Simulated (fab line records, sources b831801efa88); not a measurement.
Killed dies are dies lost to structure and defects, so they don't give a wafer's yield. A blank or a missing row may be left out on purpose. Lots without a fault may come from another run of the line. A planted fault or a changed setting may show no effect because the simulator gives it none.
Chamber matching | flow sky130 | SKY_LI_CONTACT_ETCH_15 on rie_diel-02: 4 sister chambers
The step etches PSG in C4F8/O2/Ar, stops on Si, target depth 600 nm. 8 wafers are shown with their chamber, then 7 later ones without.

WAFERS WITH THEIR CHAMBER
wafer  | chamber | rf_fwd_power_W (W) | oes_product_au (a.u.)
L077.2 | 3       | 1484               | 0.853
L085.1 | 3       | 1484               | 0.846
L085.3 | 2       | 1494               | 0.850
L086.1 | 1       | 1483               | 0.853
L086.3 | 0       | 1490               | 0.844
L086.5 | 1       | 1485               | 0.846
L088.2 | 0       | 1500               | 0.839
L088.3 | 2       | 1494               | 0.853

WAFERS WITHOUT THEIR CHAMBER
wafer  | rf_fwd_power_W (W) | oes_product_au (a.u.)
L088.6 | 1507               | 0.852
L089.1 | 1492               | 0.849
L089.2 | 1482               | 0.839
L089.3 | 1495               | 0.846
L097.2 | 1486               | 0.846
L097.3 | 1488               | 0.843
L097.6 | 1489               | 0.843

WHICH CHAMBER EACH WENT THROUGH
wafer  | from the rows above               | in truth
L088.6 | can't be placed: 2 or 0           | 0
L089.1 | can't be placed: 2 or 0 or 1 or 3 | 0
L089.2 | can't be placed: 1 or 3 or 0 or 2 | 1
L089.3 | can't be placed: 0 or 2           | 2
L097.2 | can't be placed: 1 or 3 or 2 or 0 | 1
L097.3 | can't be placed: 1 or 3 or 0 or 2 | 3
L097.6 | can't be placed: 0 or 1 or 3 or 2 | 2
Placed correctly: 0 of 7. Can't be placed from these rows: 7 (the true chamber is among the candidates in 7). Placed wrongly: 0.
How it was worked out, from the rows above alone: a wafer's distance from a chamber is the root of the sum, over the readings, of the square of ((its reading less the chamber's mean) divided by the reading's scatter). The wafer belongs to the nearest chamber; if the next one is less than 2 further off, it can't be placed. A chamber's mean is the mean of its shown wafers. The scatter: the root of (the sum of the squares of (reading less its chamber's mean) over the shown wafers, divided by (wafers less chambers)).
